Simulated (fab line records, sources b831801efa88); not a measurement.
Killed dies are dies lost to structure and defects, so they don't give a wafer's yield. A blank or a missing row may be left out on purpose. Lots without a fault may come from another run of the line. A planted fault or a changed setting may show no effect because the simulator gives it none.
Split-lot experiment | flow gf180mcu | 5 lots, 23 wafers read, on a route of 602 steps

THE SPLIT
At GF_V4_CVD_00 (deposits SiO2, target thk 600 nm, time 100 s), the setting sih4_flow_sccm was moved away from the recipe's 60 sccm on 10 of the 23 wafers read, by -9.4% to +10.2%. The other wafers ran this setting at the recipe's value.

The file shows no step between the split and the reading.

THE READING
V4_CVD_00_THK, in nm, at GF_V4_THK_MEAS_01. Fault-free wafers of this fab line usually give 603 nm, standard deviation 5.8 nm.

wafer  | tool, chamber at the split | sih4_flow_sccm as run, sccm | against the recipe | V4_CVD_00_THK, nm | against lot-mates on the recipe
L077.1 | hdpcvd-02, 0               | 60                          | recipe             | 607               | -
L077.2 | hdpcvd-02, 1               | 60                          | recipe             | 605               | -
L077.3 | hdpcvd-02, 2               | 66.11                       | +10.2%             | 656               | +51
L077.5 | hdpcvd-02, 2               | 66.11                       | +10.2%             | 660               | +55
L077.6 | hdpcvd-02, 0               | 60                          | recipe             | 602               | -
L078.1 | hdpcvd-02, 0               | 62.42                       | +4.0%              | 621               | +25
L078.2 | hdpcvd-02, 2               | 62.42                       | +4.0%              | 620               | +24
L078.3 | hdpcvd-02, 1               | 62.42                       | +4.0%              | 625               | +29
L078.5 | hdpcvd-02, 0               | 60                          | recipe             | 594               | -
L078.6 | hdpcvd-02, 2               | 60                          | recipe             | 598               | -
L079.1 | hdpcvd-01, 1               | 60                          | recipe             | 609               | -
L079.4 | hdpcvd-01, 1               | 60                          | recipe             | 599               | -
L079.6 | hdpcvd-01, 2               | 60                          | recipe             | 599               | -
L082.1 | hdpcvd-02, 1               | 60                          | recipe             | 608               | -
L082.2 | hdpcvd-02, 2               | 60                          | recipe             | 611               | -
L082.3 | hdpcvd-02, 0               | 54.39                       | -9.4%              | 544               | -63
L082.5 | hdpcvd-02, 1               | 54.39                       | -9.4%              | 548               | -59
L082.6 | hdpcvd-02, 2               | 60                          | recipe             | 602               | -
L084.1 | hdpcvd-01, 1               | 60                          | recipe             | 608               | -
L084.2 | hdpcvd-01, 2               | 65.85                       | +9.7%              | 661               | +48
L084.4 | hdpcvd-01, 1               | 65.85                       | +9.7%              | 667               | +54
L084.5 | hdpcvd-01, 0               | 60                          | recipe             | 617               | -
L084.6 | hdpcvd-01, 2               | 65.85                       | +9.7%              | 670               | +58

THE FIT
A straight line over all 23 wafers: V4_CVD_00_THK changes by +5.93 nm for each +1% of sih4_flow_sccm; r = +0.98; the points scatter about the line by 6.1 nm.
The same after taking each lot's own level away (the mean of its wafers on the recipe; 23 wafers): +5.8 nm for each +1%; r = +0.99; scatter 4.5 nm.
On that fit, the largest move of sih4_flow_sccm shifts the reading by 59 nm.
The lots' own levels span 596.0 to 612.5 nm, that is 2.8 times the standard deviation above.
So the lot-to-lot level changes the slope little: the two slopes agree.
Check: with one of the wafers moved furthest among these (+10.2%) left out of the fit, the line predicts +59.1 nm for it against its lot-mates. It came out at +51.3 nm against them.

OTHER SPLITS ON THESE WAFERS
These wafers also went through other splits before the reading. Each is held against what the fit with the lots' levels taken away leaves over:
other split on the same wafers       | wafers away from the commonest value | r with V4_CVD_00_THK (lot level and that fit taken away)
GF_SALICIDE_SPUTTER_03 power_w       | 5                                    | +0.20
GF_V1_CVD_00 sih4_flow_sccm          | 4                                    | -0.38
GF_V1_CVD_02 time_s                  | 11                                   | -0.22
GF_V2_CVD_00 sih4_flow_sccm          | 6                                    | -0.27
GF_V2_CVD_23 pressure_torr           | 18                                   | +0.06
GF_M3_SPUTTER_00 chamber_pressure_pa | 15                                   | -0.34
GF_V3_COAT_09 resist_thk_nm          | 7                                    | -0.09
GF_V3_PEB_12 peb_time_s              | 8                                    | -0.09
GF_V3_CVD_23 temp_c                  | 8                                    | +0.40

THE WHOLE CHAIN: every reading that the file lists as answering this split, in the file's order
step              | what it does                                 | reading                                                                   | change (the file's fit)              | r (the file's)
GF_V4_CVD_00      | deposits SiO2, target thk 600 nm, time 100 s | SiO2_of_V4_CVD_00.thk_nm (the simulator's own value, which no gauge read) | +5.74 nm for each +1% of the setting | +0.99
GF_V4_THK_MEAS_01 |                                              | V4_CVD_00_THK                                                             | +5.73 for each +1% of the setting    | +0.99

THE FILE'S OWN FIT
V4_CVD_00_THK changes by +5.73 nm for each +1% of sih4_flow_sccm, r = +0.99.
